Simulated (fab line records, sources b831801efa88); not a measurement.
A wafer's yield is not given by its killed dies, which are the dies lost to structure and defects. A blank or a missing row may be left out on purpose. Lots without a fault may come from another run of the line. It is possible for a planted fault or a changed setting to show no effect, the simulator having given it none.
Code-filled problem report in 8D (eight disciplines) form | flow gf180mcu | the parts of the form that need people (team, actions taken, sign-off) are left out

## 1. THE PROBLEM
VT_IMPLANT_3_TW at GF_VT_IMPLANT_TW_MEAS_32 reads a mean of 30.3 on 6 wafers of 2 lots; wafers without a fault read 269.8 with a standard deviation of 2.1. That is -99 or more standard deviations from the usual mean.
Earliest sighting: wafer L171.1 on film-metro-04 at day 10 17:36. The record has a number at this step for 39 wafers belonging to 13 lots. Rule for "out" (also "out of limits"): further than 4 standard deviations from the usual mean. The other wafers with a number count as sound.

## 2. WHAT IT IS AND WHAT IT IS NOT
question                    | is                           | is not
which readings at this step | VT_IMPLANT_3_TW              | -
which lots                  | L171, L173                   | L157, L158, L159, L161, L162, L163, L164, L166, L169, L170, L179
which wafers of those lots  | all that have a number       | -
read on which gauges        | film-metro-03, film-metro-04 | film-metro-02
when                        | from day 10 17:36            | up to then (30 sound wafers); but 3 sound wafers of L179 came after

## 3. THE SUSPECTS, EACH WITH WHAT RULES IT OUT
Counting: a tool at any process step up to the reading remains a suspect when it ran all the lots that are out and ran no sound lot after the first of those.
- the gauge at GF_VT_IMPLANT_TW_MEAS_32 is ruled out. 2 gauges (film-metro-03, film-metro-04) read the wafers that are out.
- litho-track-02 at GF_VT_IMPLANT_DEVELOP_28 (develop time 60 s): kept. All lots that are out passed through it, beginning with L171 at day 10 17:10, and no sound lot followed; its final sound lot before that point was L170 at day 10 10:28.
After counting, what remains is litho-track-02 at GF_VT_IMPLANT_DEVELOP_28.

## 4. THE CAUSE (what the simulator had put in)
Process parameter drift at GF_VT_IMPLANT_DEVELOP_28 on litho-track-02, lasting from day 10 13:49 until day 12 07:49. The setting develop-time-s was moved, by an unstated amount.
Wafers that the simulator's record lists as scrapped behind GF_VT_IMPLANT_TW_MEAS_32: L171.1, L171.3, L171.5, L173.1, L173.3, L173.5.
Only this tool survived the counting.

## 5. THE CHAIN OF EFFECTS, in route order
One row per reading whose mean, taken over the struck wafers that have a number, lies over 3 standard deviations from the usual. Scope: only readings with a usual standard deviation given in the record; hours: median across lots of the time from each lot's start at the first step in this table that gives one to its start at this step; sigmas: change in usual standard deviations.
hours | step                     | reading         | usual | on struck wafers | change | sigmas
0     | GF_VT_IMPLANT_TW_MEAS_32 | VT_IMPLANT_3_TW | 269.8 | 30.3             | -239.5 | -99 or more
Readings that are blank on the struck wafers while sound wafers have them: VT_IMPLANT_02_OVL at GF_VT_IMPLANT_OVL_MEAS_29.

## 6. HOW IT WOULD HAVE BEEN CAUGHT EARLIER
Counted from the fault's start at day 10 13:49, it took 4 hours until the first out-of-limits reading at a measuring or inspecting step in this record, taken at day 10 17:36.
Between GF_VT_IMPLANT_DEVELOP_28 and GF_VT_IMPLANT_TW_MEAS_32, GF_VT_IMPLANT_OVL_MEAS_29 gave no VT_IMPLANT_02_OVL on the struck wafers, where sound wafers have one: a measuring or inspecting step that comes back empty is itself a sign.
Of the tool readings at GF_VT_IMPLANT_DEVELOP_28 for which the record gives a usual standard deviation, none was out on any struck wafer, so an alarm limit of 4 standard deviations on them would not have fired.
Of the lots that are out (2), L173 began GF_VT_IMPLANT_DEVELOP_28 on litho-track-02 after day 10 17:36. A hold on the tool at that time would have spared it.
